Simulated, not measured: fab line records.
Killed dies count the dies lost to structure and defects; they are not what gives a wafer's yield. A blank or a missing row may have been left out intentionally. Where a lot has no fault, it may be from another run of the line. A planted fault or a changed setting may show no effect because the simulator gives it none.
Which tool is to blame? -- flow sky130 -- 12 lots, 36 wafers sampled, at 6 steps of a route of 708

## WHAT THE GAUGES READ, wafer by wafer
SKY_FIELD_ISO_THK_MEAS_02.
lot,measured,on,FIELD_ISO_OXIDATION_00_THK (nm)
L722,day 1 23:04,filmMetro-04,12.34 11.95 12.11
L723,day 2 02:38,filmMetro-03,12.00 12.06 11.94
L726,day 2 19:14,filmMetro-03,11.60 11.44 11.57
L727,day 2 23:46,filmMetro-03,11.62 11.85 11.79
L728,day 3 03:59,filmMetro-03,12.08 12.25 11.90
L729,day 3 08:38,filmMetro-04,12.18 12.16 12.30
L731,day 3 18:38,filmMetro-02,12.09 12.08 11.90
L732,day 4 01:37,filmMetro-03,11.98 12.17 12.29
L738,day 5 07:13,filmMetro-02,11.76 11.89 11.88
L739,day 5 11:23,filmMetro-02,12.23 12.19 11.99
L740,day 5 15:38,filmMetro-03,12.46 12.29 12.26
L742,day 6 02:29,filmMetro-02,11.89 11.75 11.94

SKY_NWELL_THK_MEAS_02.
lot,measured,on,NWELL_OXIDATION_THK (nm)
L722,day 3 01:09,filmMetro-02,10.10 10.13 9.91
L723,day 3 04:08,filmMetro-02,9.83 9.70 9.69
L726,day 3 22:16,filmMetro-01,9.99 10.13 9.97
L727,day 4 05:57,filmMetro-03,10.50 10.43 10.66
L728,day 4 13:58,filmMetro-02,10.24 10.21 10.15
L729,day 4 19:52,filmMetro-02,9.91 9.97 9.90
L731,day 5 02:47,filmMetro-01,9.88 9.73 9.94
L732,day 5 07:21,filmMetro-01,9.92 9.88 9.80
L738,day 6 09:37,filmMetro-02,9.74 9.94 10.02
L739,day 6 16:31,filmMetro-01,9.99 9.97 10.02
L740,day 6 19:26,filmMetro-03,10.08 10.12 10.20
L742,day 7 05:55,filmMetro-01,9.62 9.65 9.70

SKY_PWDE_TW_MEAS_10.
lot,measured,on,PWDE_TW
L722,day 4 09:29,filmMetro-01,371 371 371
L723,day 4 13:18,filmMetro-02,377 378 377
L726,day 5 07:44,filmMetro-02,374 372 375
L727,day 5 16:44,filmMetro-02,465 466 465
L728,day 6 01:50,filmMetro-03,380 380 381
L729,day 6 09:08,filmMetro-01,455 455 455
L731,day 6 16:40,filmMetro-03,469 468 467
L732,day 6 21:03,filmMetro-03,380 380 378
L738,day 8 01:33,filmMetro-01,371 370 369
L739,day 8 08:09,filmMetro-03,377 379 377
L740,day 8 12:16,filmMetro-02,373 372 373
L742,day 8 23:02,filmMetro-02,373 373 374

SKY_NWELL_RS_MEAS_31: a four-point-probe measurement.
lot,measured,on,PWDE_RS (ohm/sq)
L722,day 5 20:59,filmMetro-01,5275 5275 5266
L723,day 6 01:32,filmMetro-03,5241 5245 5239
L726,day 6 22:39,filmMetro-02,5282 5271 5282
L727,day 7 08:13,filmMetro-01,3118 3112 3114
L728,day 7 17:21,filmMetro-01,5287 5281 5279
L729,day 8 02:04,filmMetro-01,3125 3115 3122
L731,day 8 07:40,filmMetro-03,3122 3111 3115
L732,day 8 22:13,filmMetro-01,5306 5302 5307
L738,day 9 20:04,filmMetro-02,5263 5277 5267
L739,day 10 03:39,filmMetro-03,5310 5298 5315
L740,day 10 08:29,filmMetro-03,5289 5279 5273
L742,day 10 21:08,filmMetro-03,5282 5281 5291

## EACH LOT AND THE TOOL THAT RAN IT (in order: tool; ch and the chambers of the sampled wafers; start)
lot,SKY_FIELD_ISO_ETCH_14,SKY_PWDE_IMPLANT_08
L722,"rieDiel-01 ch 0,1, day 2 17:58","implanter-01 ch 0, day 4 09:16"
L723,"rieDiel-03 ch 2,3, day 2 20:14","implanter-02 ch 0, day 4 13:04"
L726,"rieDiel-03 ch 0,2,3, day 3 13:20","implanter-04 ch 0, day 5 07:31"
L727,"rieDiel-01 ch 1,2, day 3 17:25","implanter-02 ch 0, day 5 16:11"
L728,"rieDiel-01 ch 0,2, day 3 22:49","implanter-01 ch 0, day 6 01:35"
L729,"rieDiel-01 ch 1,3, day 4 03:22","implanter-04 ch 0, day 6 08:16"
L731,"rieDiel-01 ch 1,3, day 4 12:46","implanter-04 ch 0, day 6 15:42"
L732,"rieDiel-01 ch 1,2, day 4 20:13","implanter-02 ch 0, day 6 20:49"
L738,"rieDiel-01 ch 0,2, day 6 03:08","implanter-01 ch 0, day 8 01:19"
L739,"rieDiel-01 ch 0,2,3, day 6 07:23","implanter-04 ch 0, day 8 07:54"
L740,"rieDiel-03 ch 0,1,3, day 6 12:11","implanter-02 ch 0, day 8 12:01"
L742,"rieDiel-04 ch 0,2,3, day 7 00:08","implanter-02 ch 0, day 8 22:48"
- SKY_FIELD_ISO_ETCH_14: etches BARC in N2/H2, stops on SiO2, time 45.9 s, target depth 60 nm.
- SKY_PWDE_IMPLANT_08

## AS READ BY THE TOOLS THEMSELVES (means over the sampled wafers that have a number; for cases with no such wafer, the mark the record gives instead)
SKY_FIELD_ISO_ETCH_14.
lot,tool,drypumpMotorCurrentA (A),n2FlowSccm (sccm),oesProductAu (a.u.),throttleValvePct (%)
L722,rieDiel-01,5.9,100.05,0.856,13.235
L723,rieDiel-03,5.8,100.16,0.851,13.214
L726,rieDiel-03,6.0,99.76,0.855,13.227
L727,rieDiel-01,5.6,100.04,0.853,13.222
L728,rieDiel-01,5.8,100.11,0.861,13.223
L729,rieDiel-01,5.6,99.98,0.858,13.226
L731,rieDiel-01,5.6,99.79,0.859,13.232
L732,rieDiel-01,5.6,100.01,0.855,13.220
L738,rieDiel-01,6.0,99.91,0.853,13.234
L739,rieDiel-01,5.9,100.03,0.851,13.228
L740,rieDiel-03,5.9,99.78,0.855,13.233
L742,rieDiel-04,5.9,99.93,0.854,13.222

## THE ANSWER, worked out from the rows above alone
Rule: what is usual is taken from the lots themselves. Put in order of their means at a reading, lots are off if they are a third of the lots or fewer, leave a main group of 4 or more, and stand apart from it by a gap of 3 or more times the standard deviation of the main group's means; of several such gaps the widest counts. A main group whose means are all the same, to the digits that the tables above print for the reading, isn't used. A lot without any number at a reading at which 4 lots or more have one is off too. The other lots that the step has rows for count as sound. After the gauges, taken in route order, come the tools' own readings; for these a lot's mean is taken, as printed above. At the first step where some lot is off, the reading lying furthest off is the one used; lots without a number count as furthest.
Off: L727, L729, L731, at SKY_PWDE_TW_MEAS_10 (PWDE_TW). For the main group the mean is 375 and the standard deviation 3.5.
If a tool, at a process step before that reading, ran all the lots that are off and no sound lot after the first of them, it fits. Gauges at SKY_PWDE_TW_MEAS_10: tried the same way as those tools. No candidate that was tried fits.

## WHAT WAS PUT IN BY THE SIMULATOR
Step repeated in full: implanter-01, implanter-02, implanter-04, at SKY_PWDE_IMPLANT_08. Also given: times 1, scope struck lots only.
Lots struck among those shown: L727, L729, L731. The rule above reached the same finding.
